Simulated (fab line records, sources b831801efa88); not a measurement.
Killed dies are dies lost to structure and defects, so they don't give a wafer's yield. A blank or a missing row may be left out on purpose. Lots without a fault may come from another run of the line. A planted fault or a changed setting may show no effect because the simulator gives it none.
Problem report in the 8D (eight disciplines) form, filled by code | flow sky130 | the parts of the form that need people (team, actions taken, sign-off) are left out

1. THE PROBLEM
strip_time_to_endpoint_s at SKY_METAL2_STRIP_20 reads a mean of 2.43 s on 3 wafers of 2 lots; wafers without a fault read 2.69 s with a standard deviation of 0.04. That is -6.4 standard deviations from the usual mean.
The step: strips in O2/N2.
First seen on wafer L962.2, day 41 07:05, on plasma_asher-04. The record holds 33 wafers of 11 lots with a number at this step. Rule for "out", or "out of limits": more than 4 standard deviations from the usual mean. The other wafers with a number count as sound.

2. WHAT IT IS AND WHAT IT IS NOT
question                    | is                               | is not
which readings at this step | strip_time_to_endpoint_s         | drypump_motor_current_A
which lots                  | L962, L965                       | L945, L947, L951, L952, L953, L957, L959, L960, L964
which wafers of those lots  | L962.2, L965.2, L965.6           | L962.1, L962.4, L965.1
read on which tools         | plasma_asher-01, plasma_asher-04 | plasma_asher-03
when                        | from day 41 07:05                | up to then (26 sound wafers); but 4 sound wafers of L964, L965 came after

3. SUSPECTS, AND WHAT RULES EACH OUT
Counting: a tool at a process step up to the reading stays a suspect if it ran every lot that is out. Sound lots after the first of them don't rule it out here, since some wafers of a struck lot are sound.
- rie_metal-02 at SKY_METAL2_ETCH_18 (etches BARC in N2/H2, stops on SiO2, time 45.9 s, target depth 60 nm): kept. It ran every lot that is out, first L962 (day 41 06:56); its last sound lot up to then is L960 (day 40 05:50).
Left after counting: rie_metal-02 at SKY_METAL2_ETCH_18.

4. THE CAUSE (what the simulator had put in)
Process parameter drift: rie_metal-02, from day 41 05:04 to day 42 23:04, at SKY_METAL2_ETCH_18. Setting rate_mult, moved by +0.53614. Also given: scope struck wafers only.
Counting left only this tool.

5. THE CHAIN OF EFFECTS, in route order
Each row: a reading whose mean over the struck wafers that have a number lies more than 3 standard deviations from the usual. Only readings for which the record gives a usual standard deviation are gone through. hours: the time from each lot's start at the first step in this table that gives one to its start at this step, as a median over the lots. sigmas: the change in usual standard deviations.
hours | step                | reading                  | usual  | on struck wafers | change | sigmas
0     | SKY_METAL2_STRIP_20 | strip_time_to_endpoint_s | 2.69 s | 2.43             | -0.26  | -6.4
The process steps in it:
- SKY_METAL2_STRIP_20: strips in O2/N2.
Later measuring or inspecting steps at which every struck wafer that the step has a row for has a number for every such reading, and none has moved that far: SKY_VIA2_CD_MEAS_12.

6. WHAT WOULD HAVE CAUGHT IT SOONER
In this record the first reading out of limits was taken at day 41 07:05, 2 hours after the fault began at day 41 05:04.
Of the tool readings at SKY_METAL2_ETCH_18 for which the record gives a usual standard deviation, none was out on any struck wafer, so an alarm limit of 4 standard deviations on them would not have fired.
Of the lots that are out (2), L965 began SKY_METAL2_ETCH_18 on rie_metal-02 after day 41 07:05. A hold on the tool at that time would have spared it.
